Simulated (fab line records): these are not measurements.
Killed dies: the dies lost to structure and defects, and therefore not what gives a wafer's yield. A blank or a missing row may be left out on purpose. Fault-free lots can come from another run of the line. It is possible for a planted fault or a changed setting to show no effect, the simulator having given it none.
Chamber matching | flow sky130 | 4 sister chambers for SKY_VIA2_CMP_24 on cmp-01
The step polishes, stops on SiO2, t overpolish 20 s, target thk 0 nm. 8 wafers are shown with their chamber, then 10 later ones without.

== EACH WAFER AND ITS CHAMBER ==
wafer  | chamber | motorCurrentA (A) | overpolishRunS (s)
L972.2 | 2       | 11.1              | 19.993
L975.1 | 0       | 13.6              | 19.995
L975.3 | 2       | 10.9              | 19.985
L977.2 | 1       | 10.7              | 20.001
L977.4 | 3       | 11.7              | 20.008
L977.6 | 1       | 10.8              | 19.997
L981.1 | 3       | 11.7              | 19.992
L981.2 | 0       | 13.6              | 20.012

== WAFERS WITH NO CHAMBER GIVEN ==
wafer  | motorCurrentA (A) | overpolishRunS (s)
L981.5 | 11.3              | 20.007
L982.2 | 11.7              | 19.985
L982.4 | 11.8              | 19.998
L982.6 | 11.4              | 20.001
L988.3 | 11.0              | 20.006
L988.4 | 11.5              | 20.002
L988.6 | 11.0              | 20.005
L990.1 | 11.0              | 20.007
L990.5 | 10.6              | 20.012
L990.6 | 9.8               | 19.993

== WHICH CHAMBER EACH WENT THROUGH ==
wafer  | from the rows above     | in truth
L981.5 | can't be placed: 2 or 3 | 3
L982.2 | 3                       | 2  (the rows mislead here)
L982.4 | 3                       | 3
L982.6 | can't be placed: 3 or 2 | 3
L988.3 | can't be placed: 2 or 1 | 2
L988.4 | 3                       | 3
L988.6 | can't be placed: 2 or 1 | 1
L990.1 | can't be placed: 2 or 1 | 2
L990.5 | 1                       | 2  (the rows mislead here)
L990.6 | 1                       | 1
Placed correctly: 3 of 10. Cannot be placed on the basis of these rows: 5; the candidates contain the true chamber in 5. 2 placed wrongly.
How it was worked out, from the rows above alone: a wafer's distance from a chamber is the root of the sum, over the readings, of the square of ((its reading less the chamber's mean) divided by the reading's scatter). If the next closest chamber is less than 2 further off than the closest, the wafer can't be placed; otherwise it belongs to the closest. For every chamber, the mean is computed from those of its wafers that are shown. The scatter: take each reading less its chamber's mean, square it, sum over the shown wafers, divide by the number of wafers less the number of chambers, and take the root.
